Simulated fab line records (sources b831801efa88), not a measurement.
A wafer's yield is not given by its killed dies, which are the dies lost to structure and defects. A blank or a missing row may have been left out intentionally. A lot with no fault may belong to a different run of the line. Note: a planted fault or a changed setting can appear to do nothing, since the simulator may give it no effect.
A single fault, viewed from 2 desks | flow gf180mcu | what lay behind the numbers comes last; until then each desk has only its own

## FROM THE METROLOGY DESK
Lot by lot, what the gauges showed, no matter which tool ran the lot: averages of those sampled wafers that carry a number. The brackets show how far a lot's mean lies from the usual mean; more than 4 standard deviations puts the lot out of limits, marked OUT.
Columns: A = V2_W_THK at GF_V2_THK_MEAS_25, usual 355 nm
lot  | first seen here | A
L389 | day 20 09:08    | 357
L390 | day 20 16:39    | 361
L392 | day 21 17:02    | 343
L393 | day 22 05:04    | 348
L402 | day 24 23:41    | 356
L403 | day 25 10:45    | 361
L404 | day 25 14:59    | 344
L405 | day 26 02:47    | 357
L407 | day 27 00:09    | 362
L408 | day 27 04:52    | 356
L409 | day 27 07:12    | 360
L410 | day 27 09:37    | 346
L412 | day 28 02:46    | 354
Result from this desk: across the 13 lots, nothing is out of limits.

## AT THE TOOL OWNER'S DESK: pvd_sputter-01
The tool's own readings at GF_M2_SPUTTER_04 (material TiN, target thk 50 nm, time 41.7 s): means of the sampled wafers that have a number, for each lot that ran on this tool. The brackets show how far a lot's mean lies from the usual mean; more than 4 standard deviations puts the lot out of limits, marked OUT.
Columns: A = cathode_dc_power_W at GF_M2_SPUTTER_04, usual 6500.1 W; B = chamber_pressure_pa at GF_M2_SPUTTER_04, usual 0.4000 Pa; C = throttle_valve_pct at GF_M2_SPUTTER_04, usual 30.0 %
lot  | first seen here | A      | B                | C
L389 | day 18 05:43    | 6501.2 | 0.4003           | 30.1
L390 | day 18 15:22    | 6499.0 | 0.4003           | 30.1
L392 | day 19 16:18    | 6499.6 | 0.4008           | 30.3
L402 | day 23 00:40    | 6500.0 | 0.4778 (+96) OUT | 27.8
L403 | day 23 11:30    | 6500.6 | 0.4775 (+96) OUT | 27.4
Finding of this desk: L402, L403 out of limits; the first was L402 at day 23 00:40, on chamber_pressure_pa at GF_M2_SPUTTER_04. L389, L390, L392: within limits.

## ALL TOGETHER
An alarm could have come from the tool owner's desk at day 23 00:40, on L402, L403.
At the metrology desk, nothing out of limits was observed.
The metrology desk has L402, L403 on record, within its limits.
The lots listed all ran GF_M2_SPUTTER_04 on pvd_sputter-01.

## WHAT WAS PUT IN BY THE SIMULATOR
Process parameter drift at GF_M2_SPUTTER_04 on pvd_sputter-01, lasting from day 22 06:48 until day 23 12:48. From 0.4, the setting chamber_pressure_pa moved by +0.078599. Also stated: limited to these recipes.
Struck lots among those shown: L402, L403.
Delay in hours, fault start to first out-of-limits reading, by desk: the tool owner's desk at 18.
